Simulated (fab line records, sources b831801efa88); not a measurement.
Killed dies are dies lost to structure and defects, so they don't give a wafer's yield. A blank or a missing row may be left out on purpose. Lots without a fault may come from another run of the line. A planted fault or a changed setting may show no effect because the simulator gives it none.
A struck lot beside a sound one | flow sky130 | 17 steps out of a route of 708
Sound: wafers L560.3, L560.4, L560.5. Struck: wafers L566.3, L566.4, L566.6. The cause comes at the end.
At each step with rows: each side's tool, then ch and its chambers, then its first start. Under that, the readings that differ: sound wafers | struck wafers | difference of the means | sigmas: that difference in standard deviations of wafers without a fault.
alike: readings whose means differ by less than 2 such deviations, and words and numbers that are the same on both sides. not compared: withheld readings, readings that some wafer has no value for, bounds like >300 that may hide the same value, and numbers for which the record gives no deviation and whose values overlap.
The two part at a step that has a row with sigmas, a row that says differs or no value, or rows on one side only. Numbers that don't overlap but have no deviation are shown without sigmas and don't part them. A reading that every wafer of one side lacks parts them only if that side has two wafers or more.

SKY_VT_ADJUST_HVTR_OVL_MEAS_08:
  sound on overlay-01, day 12 22:35; struck on overlay-01, day 14 18:44
  alike: VT_ADJUST_HVTR_OVL
then, 1 step without rows for these wafers: SKY_VT_ADJUST_HVTR_IMPLANT_09.
SKY_VT_ADJUST_HVTR_STRIP_10: strips in O2/N2.
  sound on plasma_asher-01 ch 0,1, day 12 22:48; struck on plasma_asher-01 ch 0,1, day 14 18:57
  alike: drypump_motor_current_A, o2_flow_sccm, oes_product_au, strip_time_to_endpoint_s
  not compared: rf_hours_counter_h
SKY_VT_ADJUST_HVTR_TW_MEAS_11:
  sound on film_metro-04, day 12 22:53; struck on film_metro-03, day 14 19:02
  alike: VT_ADJUST_HVTR_TW
then, 7 steps without rows for these wafers: SKY_VT_ADJUST_PCH_DEHYDRATE_00 (time 60 s); SKY_VT_ADJUST_PCH_HMDS_01 (prime time 60 s); SKY_VT_ADJUST_PCH_COAT_02 (resist thk 3000 nm); SKY_VT_ADJUST_PCH_SOFTBAKE_03; SKY_VT_ADJUST_PCH_EXPOSE_04 (exposes mask NWM, target cd 840 nm); SKY_VT_ADJUST_PCH_PEB_05; SKY_VT_ADJUST_PCH_DEVELOP_06 (develop time 60 s).
SKY_VT_ADJUST_PCH_OVL_MEAS_07:
  sound on overlay-01, day 14 00:19; struck on overlay-01, day 15 20:40
  alike: VT_ADJUST_PCH_OVL
SKY_VT_ADJUST_PCH_IMPLANT_08:
  sound on implanter-04 ch 0, day 14 00:23; struck on implanter-02 ch 0, day 15 20:44
  reading            | sound                         | struck                        | difference | sigmas
  dose_ions_cm2      | 5.005e+11 4.998e+11 5.003e+11 | 7.666e+11 7.682e+11 7.679e+11 | +2.674e+11 | +99 or more
  faraday_current_uA | 2.84 2.76 2.75                | 4.32 4.34 4.36                | +1.56      | +29
SKY_VT_ADJUST_PCH_STRIP_09: strips in O2/N2.
  sound on plasma_asher-02 ch 0,1, day 14 00:31; struck on plasma_asher-04 ch 0,1, day 15 20:52
  reading                     | sound       | struck      | difference | sigmas
  drypump_motor_current_A (A) | 6.1 4.8 4.8 | 6.2 6.4 6.4 | +1.1       | +2
  alike: o2_flow_sccm, oes_product_au, strip_time_to_endpoint_s
  not compared: rf_hours_counter_h
SKY_VT_ADJUST_PCH_TW_MEAS_10:
  sound on film_metro-02, day 14 00:36; struck on film_metro-01, day 15 20:58
  reading          | sound             | struck            | difference | sigmas
  VT_ADJUST_PCH_TW | 142.5 142.2 142.0 | 162.3 163.2 163.0 | +20.6      | +14
then, 1 step without rows for these wafers: SKY_SONOS_TUNNEL_DEHYDRATE_00 (time 60 s).
-- the record jumps here: 34 days lie between the struck wafers' starts before and after (it left off in module SONOS_TUNNEL and takes up again in module PAD_OPEN, whose first step shown is number 708 of the route) --
SKY_PAD_OPEN_PROBE_99:
  sound on prober-01, day 48 17:43; struck on prober-01, day 49 19:30
  reading                                   | sound                       | struck                        | difference | sigmas
  model.etest.nfet_16v.r_on_ohm_um          | 1.398e+04 1.389e+04 1.4e+04 | 1.459e+04 1.437e+04 1.457e+04 | +5.533e+02 |
  model.etest.pfet_g5v0d10v5.drive_ua_um    | 343.8 346 341.9             | 350.9 351.8 353.8             | +8.3       |
  model.etest.pfet_01v8_lvt.drive_ua_um     | 171.9 175.3 173.8           | 187.9 182.9 187.4             | +12.4      |
  model.etest.pfet_g5v0d10v5.off_log10_a_um | -12.76 -12.73 -12.77        | -11.51 -11.56 -10.72          | +1.49      |
  model.etest.pfet_01v8_lvt.off_log10_a_um  | -9.193 -8.931 -8.96         | -7.605 -7.841 -7.891          | +1.249     |
  model.etest.pfet_g5v0d10v5.vt_sat_v (V)   | -0.6377 -0.6414 -0.6569     | -0.5399 -0.5348 -0.4726       | +0.1296    |
  model.etest.pfet_16v.vt_v (V)             | -1.099 -1.095 -1.111        | -0.9802 -0.9836 -0.9806       | +0.1202    |
  alike: killed_at_M0_to_M3, killed_at_M4_up, killed_at_contacts, killed_at_front_end, killed_at_other, killed_dies, killed_open, killed_short
  not compared: model.etest.pfet_g5v0d10v5.r_on_ohm_um

WHERE THEY PART
First at SKY_VT_ADJUST_PCH_IMPLANT_08; last, within this record, at SKY_VT_ADJUST_PCH_TW_MEAS_10. Later steps at which nothing parts them and some readings are alike: SKY_PAD_OPEN_PROBE_99.

WHY: what the simulator had put in
Process parameter drift: implanter-02, from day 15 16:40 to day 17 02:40, at SKY_VT_ADJUST_PCH_IMPLANT_08. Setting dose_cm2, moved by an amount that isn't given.
